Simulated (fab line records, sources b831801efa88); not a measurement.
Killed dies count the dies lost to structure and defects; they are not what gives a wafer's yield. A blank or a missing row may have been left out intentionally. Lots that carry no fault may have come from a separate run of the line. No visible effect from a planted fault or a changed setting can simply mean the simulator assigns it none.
Matching of chambers	flow gf180mcu	hdpcvd-02 running GF_STI_CVD_23: 3 sister chambers
The step deposits SiO2, target thk 650 nm, time 108.3 s. 6 wafers are shown with their chamber, then 7 later ones without.

## WAFERS WITH THEIR CHAMBER
wafer	chamber	sih4 flow sccm (sccm)	pressure mtorr (mTorr)
L133.3	0	60.00	5.984
L133.6	1	60.20	6.022
L134.1	1	60.12	5.992
L134.5	2	60.15	6.010
L135.2	2	59.96	5.987
L135.3	0	59.72	5.993

## WAFERS WITH NO CHAMBER GIVEN
wafer	sih4 flow sccm (sccm)	pressure mtorr (mTorr)
L135.5	59.63	5.981
L138.2	60.23	6.005
L138.3	59.99	6.003
L138.4	59.90	5.990
L146.4	59.82	6.016
L146.5	60.10	6.013
L148.3	60.09	6.031

## WHICH CHAMBER EACH ONE RAN IN
wafer	from the rows above	in truth
L135.5	can't be placed: 0 or 2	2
L138.2	can't be placed: 1 or 2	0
L138.3	can't be placed: 2 or 1 or 0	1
L138.4	can't be placed: 0 or 2 or 1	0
L146.4	can't be placed: 0 or 2 or 1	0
L146.5	can't be placed: 1 or 2 or 0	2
L148.3	can't be placed: 1 or 2 or 0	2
Correctly placed: 0 of 7. Cannot be placed on the basis of these rows: 7; the candidates contain the true chamber in 6. Placed wrongly: 0.
How it was worked out, from the rows above alone: a wafer's distance from a chamber is the root of the sum, over the readings, of the square of ((its reading less the chamber's mean) divided by the reading's scatter). The wafer belongs to the nearest chamber; if the next one is less than 2 further off, it can't be placed. A chamber's mean is the mean of its shown wafers. How the scatter is found: for the shown wafers, subtract from each reading the mean of its chamber, square and add these, divide the total by (wafers less chambers), then take the root.
